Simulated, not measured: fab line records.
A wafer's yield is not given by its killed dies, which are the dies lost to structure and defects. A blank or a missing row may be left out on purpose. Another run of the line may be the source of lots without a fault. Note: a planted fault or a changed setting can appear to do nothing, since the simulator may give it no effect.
The tool behind it: which one? ; flow sky130 ; 21 wafers from 7 lots sampled at 2 of the route's 708 steps

## WHAT THE GAUGES READ, wafer by wafer
SKY_LDD_P_CD_MEAS_07: the cd target is 380 nm.
lot;measured;on;cdNm (nm)
L797;day 20 16:58;cdSem-02;379.5 377.9 378.6
L800;day 21 01:28;cdSem-02;381.7 381.6 380.7
L805;day 22 18:10;cdSem-02;381.0 381.1 381.5
L812;day 25 22:42;cdSem-02;376.8 378.3 377.6
L815;day 26 03:59;cdSem-01;377.6 377.6 378.9
L817;day 26 12:59;cdSem-02;380.8 383.6 382.0
L819;day 26 23:20;cdSem-02;376.3 376.8 376.8

## WHICH TOOL RAN EACH LOT (tool, then ch and the chambers of the sampled wafers, then the start)
lot;SKY_LDD_P_DEVELOP_06
L797;lithoTrack-03 ch 0, day 20 16:47
L800;lithoTrack-01 ch 0, day 21 01:19
L805;lithoTrack-01 ch 0, day 22 18:01
L812;lithoTrack-02 ch 0, day 25 22:34
L815;lithoTrack-03 ch 0, day 26 03:41
L817;lithoTrack-01 ch 0, day 26 12:50
L819;lithoTrack-03 ch 0, day 26 23:11
- SKY_LDD_P_DEVELOP_06: develop time 60 s.

## THE ANSWER, worked out from the rows above alone
Rule: the lots themselves supply what counts as usual. Put in order of their means at a reading, lots are off if they are a third of the lots or fewer, leave a main group of 4 or more, and stand apart from it by a gap of 3 or more times the standard deviation of the main group's means; of several such gaps the widest counts. The tables above print the reading to a certain number of digits; a main group whose means all agree to those digits is not used. Also off: a lot with no number at a reading for which 4 or more lots have one. The other lots that the step has rows for count as sound.
No lot is off on any of the readings shown, so nothing can be concluded from this.

## WHAT THE SIMULATOR HAD INSERTED
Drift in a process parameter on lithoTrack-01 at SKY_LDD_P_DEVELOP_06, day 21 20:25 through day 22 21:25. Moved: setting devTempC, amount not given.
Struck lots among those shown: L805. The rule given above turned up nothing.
